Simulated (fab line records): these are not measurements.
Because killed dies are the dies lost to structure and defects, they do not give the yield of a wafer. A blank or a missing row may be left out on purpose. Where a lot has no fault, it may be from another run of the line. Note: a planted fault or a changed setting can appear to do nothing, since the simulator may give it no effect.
fab line records | flow sky130
record: lots: 12 | wafers: 36 | lastDay: 50
route steps=708 shown PWDE@84 VT_ADJUST_HVTR@139 LI_CONTACT@383 VIA1@470 PAD_OPEN@708
lots that met no fault: taken from a fault-free run of the same line
startH: hours from the record's first day to the start of the lot's first wafer shown | waitH: time in hours since the lot's previous step | " identical to the entry in the row above | L1.1+2: a single row standing in for several wafers | - either no value or no given start | * or withheld: withheld | < > ~ a bound
route shown NAME@n: a module of which the file shows steps, and the number in the route of the first | usual: mean/standard deviation of fault-free wafers | same: alike in all rows | chamber/n: place in a boat | sites: per-site readings | _std_site: their standard deviation | _edge_site: mean of outer sites minus mean of inner sites | radiusMm: for every site, how far away it sits from the centre of the wafer | mask NAME#n: copy n | behind: the last tool/chamber to shape the wafer | hold: the reason the lot was held/the length of the hold in hours/how it ended | device: whichever transistor did not switch (one of n, p or np) | end of line: the tests these same wafers got at the end of their route | a step with no rows: only its recipe | killed: dies lost to structure and defects at the first sort, not the wafer's yield | map: dies across one wafer; x = killed, . = not, _ = none there
set.NAME: setting as actually run; set.NAME@STEP: the setting as run at that earlier step | model.NAME: the simulator's own value behind a step, which no gauge read
a sample of lots followed through the steps of the route, with each step as a table and each wafer as a row
services: when a tool's chamber went out of use (startH, in hours from the record's first day, below 0 if earlier), for how many hours, and the reason
== steps ==
step: SKY_NWELL_RS_MEAS_31
recipe: thkMeasGauge: four-point-probe
usual: PWDE_RS: 5279/16
lot.wafer | tool         | chamber | startH | waitH | PWDE_RS[ohm/sq]
L109.1    | filmMetro-01 | -       | 111.94 | 0.1   | 5263
L109.2    | "            | -       | "      | "     | 5234
L109.3    | "            | -       | "      | "     | 5259
L111.4    | filmMetro-04 | -       | 115.08 | 0.1   | 5304
L111.5    | "            | -       | "      | "     | 5315
L111.6    | "            | -       | "      | "     | 5295
L113.2    | filmMetro-01 | -       | 122.00 | 0.1   | 5277
L113.4    | "            | -       | "      | "     | 5270
L113.6    | "            | -       | "      | "     | 5266
L115.2    | filmMetro-04 | -       | 139.50 | 0.1   | 5315
L115.3    | "            | -       | "      | "     | 5290
L115.6    | "            | -       | "      | "     | 5301
L116.2    | filmMetro-04 | -       | 145.20 | 0.1   | 5269
L116.3    | "            | -       | "      | "     | 5277
L116.4    | "            | -       | "      | "     | 5248
L123.2    | filmMetro-04 | -       | 193.37 | 0.1   | 5282
L123.3    | "            | -       | "      | "     | 5294
L123.5    | "            | -       | "      | "     | 5294
L126.2    | filmMetro-03 | -       | 206.81 | 0.1   | 5304
L126.3    | "            | -       | "      | "     | 5296
L126.6    | "            | -       | "      | "     | 5287
L127.3    | filmMetro-04 | -       | 215.78 | 0.1   | 5285
L127.4    | "            | -       | "      | "     | 5253
L127.6    | "            | -       | "      | "     | 5285
L128.2    | filmMetro-01 | -       | 222.00 | 0.1   | 5302
L128.5    | "            | -       | "      | "     | 5296
L128.6    | "            | -       | "      | "     | 5302
L129.1    | filmMetro-04 | -       | 222.65 | 0.1   | 5281
L129.5    | "            | -       | "      | "     | 5287
L129.6    | "            | -       | "      | "     | 5268
L131.1    | filmMetro-01 | -       | 236.55 | 0.1   | 5281
L131.2    | "            | -       | "      | "     | 5240
L131.4    | "            | -       | "      | "     | 5275
L132.2    | filmMetro-04 | -       | 244.62 | 0.1   | 5285
L132.4    | "            | -       | "      | "     | 5256
L132.6    | "            | -       | "      | "     | 5266
step: SKY_VT_ADJUST_HVTR_OVL_MEAS_08
usual: VT_ADJUST_HVTR_OVL: -0.1/1.5
lot.wafer | tool       | chamber | startH | waitH | VT_ADJUST_HVTR_OVL[nm]
L109.1    | overlay-02 | -       | 213.18 | 0.1   | -0.6
L109.2    | "          | -       | "      | "     | -1.0
L109.3    | "          | -       | "      | "     | -0.7
L111.4    | overlay-01 | -       | 216.09 | 0.1   | 0.8
L111.5    | "          | -       | "      | "     | 0.4
L111.6    | "          | -       | "      | "     | -0.5
L113.2    | overlay-01 | -       | 223.33 | 0.1   | -3.8
L113.4    | "          | -       | "      | "     | -3.4
L113.6    | "          | -       | "      | "     | -2.5
L115.2    | overlay-02 | -       | 244.94 | 0.1   | 0.0
L115.3    | "          | -       | "      | "     | -0.1
L115.6    | "          | -       | "      | "     | -0.6
L116.2    | overlay-02 | -       | 251.99 | 0.1   | 2.7
L116.3    | "          | -       | "      | "     | 1.7
L116.4    | "          | -       | "      | "     | 0.8
L123.2    | overlay-01 | -       | 309.54 | 0.1   | -0.9
L123.3    | "          | -       | "      | "     | -0.5
L123.5    | "          | -       | "      | "     | -2.7
L126.2    | overlay-02 | -       | 328.64 | 0.1   | -0.5
L126.3    | "          | -       | "      | "     | 0.4
L126.6    | "          | -       | "      | "     | 1.0
L127.3    | overlay-02 | -       | 337.79 | 0.1   | -0.7
L127.4    | "          | -       | "      | "     | 1.3
L127.6    | "          | -       | "      | "     | -1.4
L128.2    | overlay-01 | -       | 345.68 | 0.1   | -1.0
L128.5    | "          | -       | "      | "     | 1.0
L128.6    | "          | -       | "      | "     | -0.8
L129.1    | overlay-02 | -       | 346.01 | 0.1   | 0.2
L129.5    | "          | -       | "      | "     | 0.1
L129.6    | "          | -       | "      | "     | -1.1
L131.1    | overlay-02 | -       | 363.93 | 0.1   | 0.9
L131.2    | "          | -       | "      | "     | 0.4
L131.4    | "          | -       | "      | "     | 1.2
L132.2    | overlay-01 | -       | 373.14 | 0.1   | 0.2
L132.4    | "          | -       | "      | "     | 0.5
L132.6    | "          | -       | "      | "     | 1.4
step: SKY_LI_CONTACT_CVD_21
recipe: material: W | targetThkNm: 400 | timeS: 120.56 | tempC: 400 | pressureTorr: 40
usual: chamberPressureTorr: 40.00/0.089 | heaterPowerW: 876/120
lot.wafer | tool    | chamber | startH | waitH | chamberPressureTorr | heaterPowerW
L109.1    | cvdW-02 | 1       | 686.30 | 0.0   | 40.16               | 782
L109.2    | "       | 0       | "      | "     | 39.91               | 788
L109.3    | "       | 1       | "      | "     | 40.17               | 796
L111.4    | cvdW-02 | 1       | 693.76 | 0.1   | 39.99               | 792
L111.5    | "       | 1       | "      | "     | 40.04               | 806
L111.6    | "       | 0       | "      | "     | 40.19               | 784
L113.2    | cvdW-02 | 0       | 702.20 | 0.0   | 31.09               | 777
L113.4    | "       | 0       | "      | "     | 31.15               | 774
L113.6    | "       | 0       | "      | "     | 31.13               | 787
L115.2    | cvdW-02 | 1       | 724.87 | 0.0   | 31.05               | 787
L115.3    | "       | 0       | "      | "     | 31.17               | 786
L115.6    | "       | 1       | "      | "     | 31.01               | 781
L116.2    | cvdW-02 | 1       | 736.98 | 0.0   | 31.21               | 781
L116.3    | "       | 1       | "      | "     | 31.22               | 782
L116.4    | "       | 0       | "      | "     | 31.22               | 805
L123.2    | cvdW-02 | 1       | 797.92 | 0.0   | 40.12               | 797
L123.3    | "       | 1       | "      | "     | 40.04               | 793
L123.5    | "       | 1       | "      | "     | 40.04               | 808
L126.2    | cvdW-02 | 1       | 811.72 | 0.0   | 39.93               | 786
L126.3    | "       | 1       | "      | "     | 40.01               | 778
L126.6    | "       | 0       | "      | "     | 39.95               | 787
L127.3    | cvdW-02 | 1       | 819.58 | 0.1   | 40.00               | 783
L127.4    | "       | 0       | "      | "     | 40.04               | 782
L127.6    | "       | 0       | "      | "     | 40.16               | 779
L128.2    | cvdW-02 | 1       | 825.38 | 0.0   | 40.05               | 795
L128.5    | "       | 0       | "      | "     | 40.07               | 778
L128.6    | "       | 1       | "      | "     | 40.14               | 794
L129.1    | cvdW-02 | 1       | 828.00 | 0.0   | 39.93               | 789
L129.5    | "       | 0       | "      | "     | 40.10               | 798
L129.6    | "       | 1       | "      | "     | 39.94               | 781
L131.1    | cvdW-01 | 0       | 843.38 | 0.0   | 40.02               | 977
L131.2    | "       | 1       | "      | "     | 40.09               | 1058
L131.4    | "       | 1       | "      | "     | 39.95               | 1081
L132.2    | cvdW-01 | 1       | 850.58 | 0.0   | 40.01               | 1097
L132.4    | "       | 0       | "      | "     | 39.92               | 976
L132.6    | "       | 0       | "      | "     | 40.11               | 972
step: SKY_LI_CONTACT_RS_MEAS_22
recipe: thkMeasGauge: four-point-probe | reads: W_of_LI_CONTACT_CVD_21+TiN_of_LI_CONTACT_SPUTTER_20+Ti_of_LI_CONTACT_SPUTTER_19
usual: LI_CONTACT_W_RS: 0.2846/0.0028
lot.wafer | tool         | chamber | startH | waitH | LI_CONTACT_W_RS[ohm/sq]
L109.1    | filmMetro-04 | -       | 686.43 | 0.1   | 0.2859
L109.2    | "            | -       | "      | "     | 0.2835
L109.3    | "            | -       | "      | "     | 0.2856
L111.4    | filmMetro-02 | -       | 693.90 | 0.1   | 0.2781
L111.5    | "            | -       | "      | "     | 0.2805
L111.6    | "            | -       | "      | "     | 0.2789
L113.2    | filmMetro-04 | -       | 702.35 | 0.1   | 0.3250
L113.4    | "            | -       | "      | "     | 0.3217
L113.6    | "            | -       | "      | "     | 0.3246
L115.2    | filmMetro-02 | -       | 725.01 | 0.1   | 0.3233
L115.3    | "            | -       | "      | "     | 0.3195
L115.6    | "            | -       | "      | "     | 0.3237
L116.2    | filmMetro-04 | -       | 737.13 | 0.1   | 0.3230
L116.3    | "            | -       | "      | "     | 0.3199
L116.4    | "            | -       | "      | "     | 0.3180
L123.2    | filmMetro-02 | -       | 798.07 | 0.1   | 0.2863
L123.3    | "            | -       | "      | "     | 0.2867
L123.5    | "            | -       | "      | "     | 0.2838
L126.2    | filmMetro-02 | -       | 811.87 | 0.1   | 0.2895
L126.3    | "            | -       | "      | "     | 0.2854
L126.6    | "            | -       | "      | "     | 0.2829
L127.3    | filmMetro-02 | -       | 819.70 | 0.1   | 0.2862
L127.4    | "            | -       | "      | "     | 0.2807
L127.6    | "            | -       | "      | "     | 0.2816
L128.2    | filmMetro-02 | -       | 825.53 | 0.1   | 0.2845
L128.5    | "            | -       | "      | "     | 0.2813
L128.6    | "            | -       | "      | "     | 0.2882
L129.1    | filmMetro-03 | -       | 828.12 | 0.1   | 0.2829
L129.5    | "            | -       | "      | "     | 0.2810
L129.6    | "            | -       | "      | "     | 0.2839
L131.1    | filmMetro-02 | -       | 843.51 | 0.1   | 0.2820
L131.2    | "            | -       | "      | "     | 0.2840
L131.4    | "            | -       | "      | "     | 0.2854
L132.2    | filmMetro-04 | -       | 850.73 | 0.1   | 0.2884
L132.4    | "            | -       | "      | "     | 0.2883
L132.6    | "            | -       | "      | "     | 0.2858
step: SKY_LI_CONTACT_THK_MEAS_23
recipe: thkMeasGauge: xrf | reads: W_of_LI_CONTACT_CVD_21
usual: LI_CONTACT_W_THK: 403/5.8
lot.wafer | tool         | chamber | startH | waitH | LI_CONTACT_W_THK[nm]
L109.1    | filmMetro-04 | -       | 686.55 | 0.1   | 399
L109.2    | "            | -       | "      | "     | 408
L109.3    | "            | -       | "      | "     | 402
L111.4    | filmMetro-02 | -       | 693.99 | 0.1   | 415
L111.5    | "            | -       | "      | "     | 408
L111.6    | "            | -       | "      | "     | 413
L113.2    | filmMetro-04 | -       | 702.46 | 0.1   | 353
L113.4    | "            | -       | "      | "     | 355
L113.6    | "            | -       | "      | "     | 351
L115.2    | filmMetro-02 | -       | 725.12 | 0.1   | 351
L115.3    | "            | -       | "      | "     | 355
L115.6    | "            | -       | "      | "     | 352
L116.2    | filmMetro-04 | -       | 737.24 | 0.1   | 360
L116.3    | "            | -       | "      | "     | 365
L116.4    | "            | -       | "      | "     | 364
L123.2    | filmMetro-02 | -       | 798.18 | 0.1   | 400
L123.3    | "            | -       | "      | "     | 398
L123.5    | "            | -       | "      | "     | 403
L126.2    | filmMetro-02 | -       | 811.98 | 0.1   | 391
L126.3    | "            | -       | "      | "     | 403
L126.6    | "            | -       | "      | "     | 404
L127.3    | filmMetro-02 | -       | 819.80 | 0.1   | 396
L127.4    | "            | -       | "      | "     | 401
L127.6    | "            | -       | "      | "     | 399
L128.2    | filmMetro-02 | -       | 825.64 | 0.1   | 395
L128.5    | "            | -       | "      | "     | 402
L128.6    | "            | -       | "      | "     | 388
L129.1    | filmMetro-03 | -       | 828.24 | 0.1   | 410
L129.5    | "            | -       | "      | "     | 411
L129.6    | "            | -       | "      | "     | 407
L131.1    | filmMetro-02 | -       | 843.63 | 0.1   | 400
L131.2    | "            | -       | "      | "     | 398
L131.4    | "            | -       | "      | "     | 396
L132.2    | filmMetro-04 | -       | 850.84 | 0.1   | 402
L132.4    | "            | -       | "      | "     | 401
L132.6    | "            | -       | "      | "     | 402
step: SKY_VIA1_CD_MEAS_12
recipe: targetCdNm: 150
usual: cdNm: 150.0/1.8
lot.wafer | tool     | chamber | startH | waitH | cdNm
L109.1    | cdSem-02 | -       | 801.71 | -     | 148.8
L109.2    | "        | -       | "      | "     | 150.7
L109.3    | "        | -       | "      | "     | 149.1
L111.4    | cdSem-02 | -       | 806.35 | -     | 153.0
L111.5    | "        | -       | "      | "     | 153.3
L111.6    | "        | -       | "      | "     | 151.7
L113.2    | cdSem-01 | -       | 815.91 | -     | 147.2
L113.4    | "        | -       | "      | "     | 146.6
L113.6    | "        | -       | "      | "     | 147.4
L115.2    | cdSem-01 | -       | 836.77 | -     | 152.1
L115.3    | "        | -       | "      | "     | 150.6
L115.6    | "        | -       | "      | "     | 150.0
L116.2    | cdSem-01 | -       | 847.77 | -     | 149.8
L116.3    | "        | -       | "      | "     | 147.6
L116.4    | "        | -       | "      | "     | 149.0
L123.2    | cdSem-01 | -       | 906.26 | -     | 149.3
L123.3    | "        | -       | "      | "     | 149.4
L123.5    | "        | -       | "      | "     | 149.2
L126.2    | cdSem-02 | -       | 920.19 | -     | 151.4
L126.3    | "        | -       | "      | "     | 151.9
L126.6    | "        | -       | "      | "     | 149.8
L127.3    | cdSem-02 | -       | 928.06 | -     | 151.8
L127.4    | "        | -       | "      | "     | 149.4
L127.6    | "        | -       | "      | "     | 148.9
L128.2    | cdSem-01 | -       | 933.24 | -     | 148.7
L128.5    | "        | -       | "      | "     | 149.9
L128.6    | "        | -       | "      | "     | 148.0
L129.1    | cdSem-02 | -       | 934.65 | -     | 148.5
L129.5    | "        | -       | "      | "     | 149.8
L129.6    | "        | -       | "      | "     | 149.4
L131.1    | cdSem-01 | -       | 951.57 | -     | 146.9
L131.2    | "        | -       | "      | "     | 149.1
L131.4    | "        | -       | "      | "     | 147.8
L132.2    | cdSem-01 | -       | 959.21 | -     | 148.4
L132.4    | "        | -       | "      | "     | 146.4
L132.6    | "        | -       | "      | "     | 146.9
step: SKY_PAD_OPEN_PROBE_99
usual: killed_at_M0_to_M3: 44/6.9 | killed_at_M4_up: 3.3/2.1 | killedAtContacts: 24/4.8 | killedAtFrontEnd: 15/4.4 | killedAtOther: 0.2/0.48 | killedDies: 87/9.5 | killedOnRim: 17/4 | killedOpen: 48/6.5 | killedShort: 39/6.3
same: grossDies: 492 | killedAtBackSide: 0
lot.wafer | tool      | chamber | startH  | waitH | killed_at_M0_to_M3 | killed_at_M4_up | killedAtContacts | killedAtFrontEnd | killedAtOther | killedDies | killedOnRim | killedOpen | killedShort
L123.5    | prober-02 | -       | 1161.36 | 0.2   | 45                 | 5               | 17               | 16               | 1             | 84         | 19          | 45         | 39
L127.6    | prober-02 | -       | 1176.77 | 0.2   | 53                 | 3               | 21               | 17               | 0             | 94         | 19          | 48         | 46
L131.2    | prober-02 | -       | 1191.30 | 0.1   | 42                 | 5               | 21               | 9                | 0             | 77         | 15          | 37         | 40
killed by level:class
L123.5 LI_CONTACT:geometricParticle:open=8 VIA1:geometricParticle:open=8 VIA1:geometricParticle:short=7 METAL2:geometricParticle:short=7 VIA2:geometricParticle:open=6 VIA3:geometricParticle:open=6 CONTACT:geometricParticle:open=5 VIA2:geometricParticle:short=5
L127.6 VIA2:geometricParticle:open=10 CONTACT:geometricParticle:open=8 VIA1:geometricParticle:open=8 METAL1:geometricParticle:short=7 VIA3:geometricParticle:open=7 FIELD_ISO:geometricParticle:open=6 VIA3:geometricParticle:short=6 CONTACT:geometricParticle:short=5
L131.2 VIA1:geometricParticle:open=9 METAL2:geometricParticle:short=5 LI_CONTACT:geometricParticle:short=5 LOCAL_INTERCONNECT:geometricParticle:short=5 CONTACT:geometricParticle:open=5 METAL3:geometricParticle:short=5 METAL4:geometricParticle:short=5 LI_CONTACT:geometricParticle:open=4
== services ==
tool    | chamber | startH | hours | kind
cvdW-02 | -       | 693.84 | 2.8   | pm
cvdW-02 | -       | 747.47 | 0.7   | repair
cvdW-02 | -       | 830.98 | 1.4   | repair
== key ==
firstSign: step: SKY_LI_CONTACT_CVD_21 | reading: chamberPressureTorr | direction: down | sigmas: 99+ | usual: 40.00 | struck: 31.14
effect: step: SKY_LI_CONTACT_RS_MEAS_22 | reading: LI_CONTACT_W_RS | direction: up | sigmas: 13 | usual: 0.2846 | struck: 0.3221
effect: step: SKY_LI_CONTACT_THK_MEAS_23 | reading: LI_CONTACT_W_THK | direction: down | sigmas: 8 | usual: 403 | struck: 356
metAt SKY_LI_CONTACT_CVD_21
struckLots L113,L115,L116
testerLeftOut L113,L115,L116
notActingAt SKY_NWELL_RS_MEAS_31,SKY_VT_ADJUST_HVTR_OVL_MEAS_08,SKY_VIA1_CD_MEAS_12
onsetBetween 693.76 702.20
fault: kind: processParameterDrift | tool: cvdW-02 | chamber: - | onsetH: 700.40 | steps: SKY_LI_CONTACT_CVD_21 | channel: pressureTorr | offset: -8.7788 | shape: step | endH: 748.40 | actsIn: theseRecipesOnly | stated: 40
testerLeftOut: of these lots the tester's yield and bins aren't shown, on N5 and GAA mostly nor the transistor test; their killed dies are dies lost to structure and defects alone, not to doping, threshold or leakage, so they don't give the yield
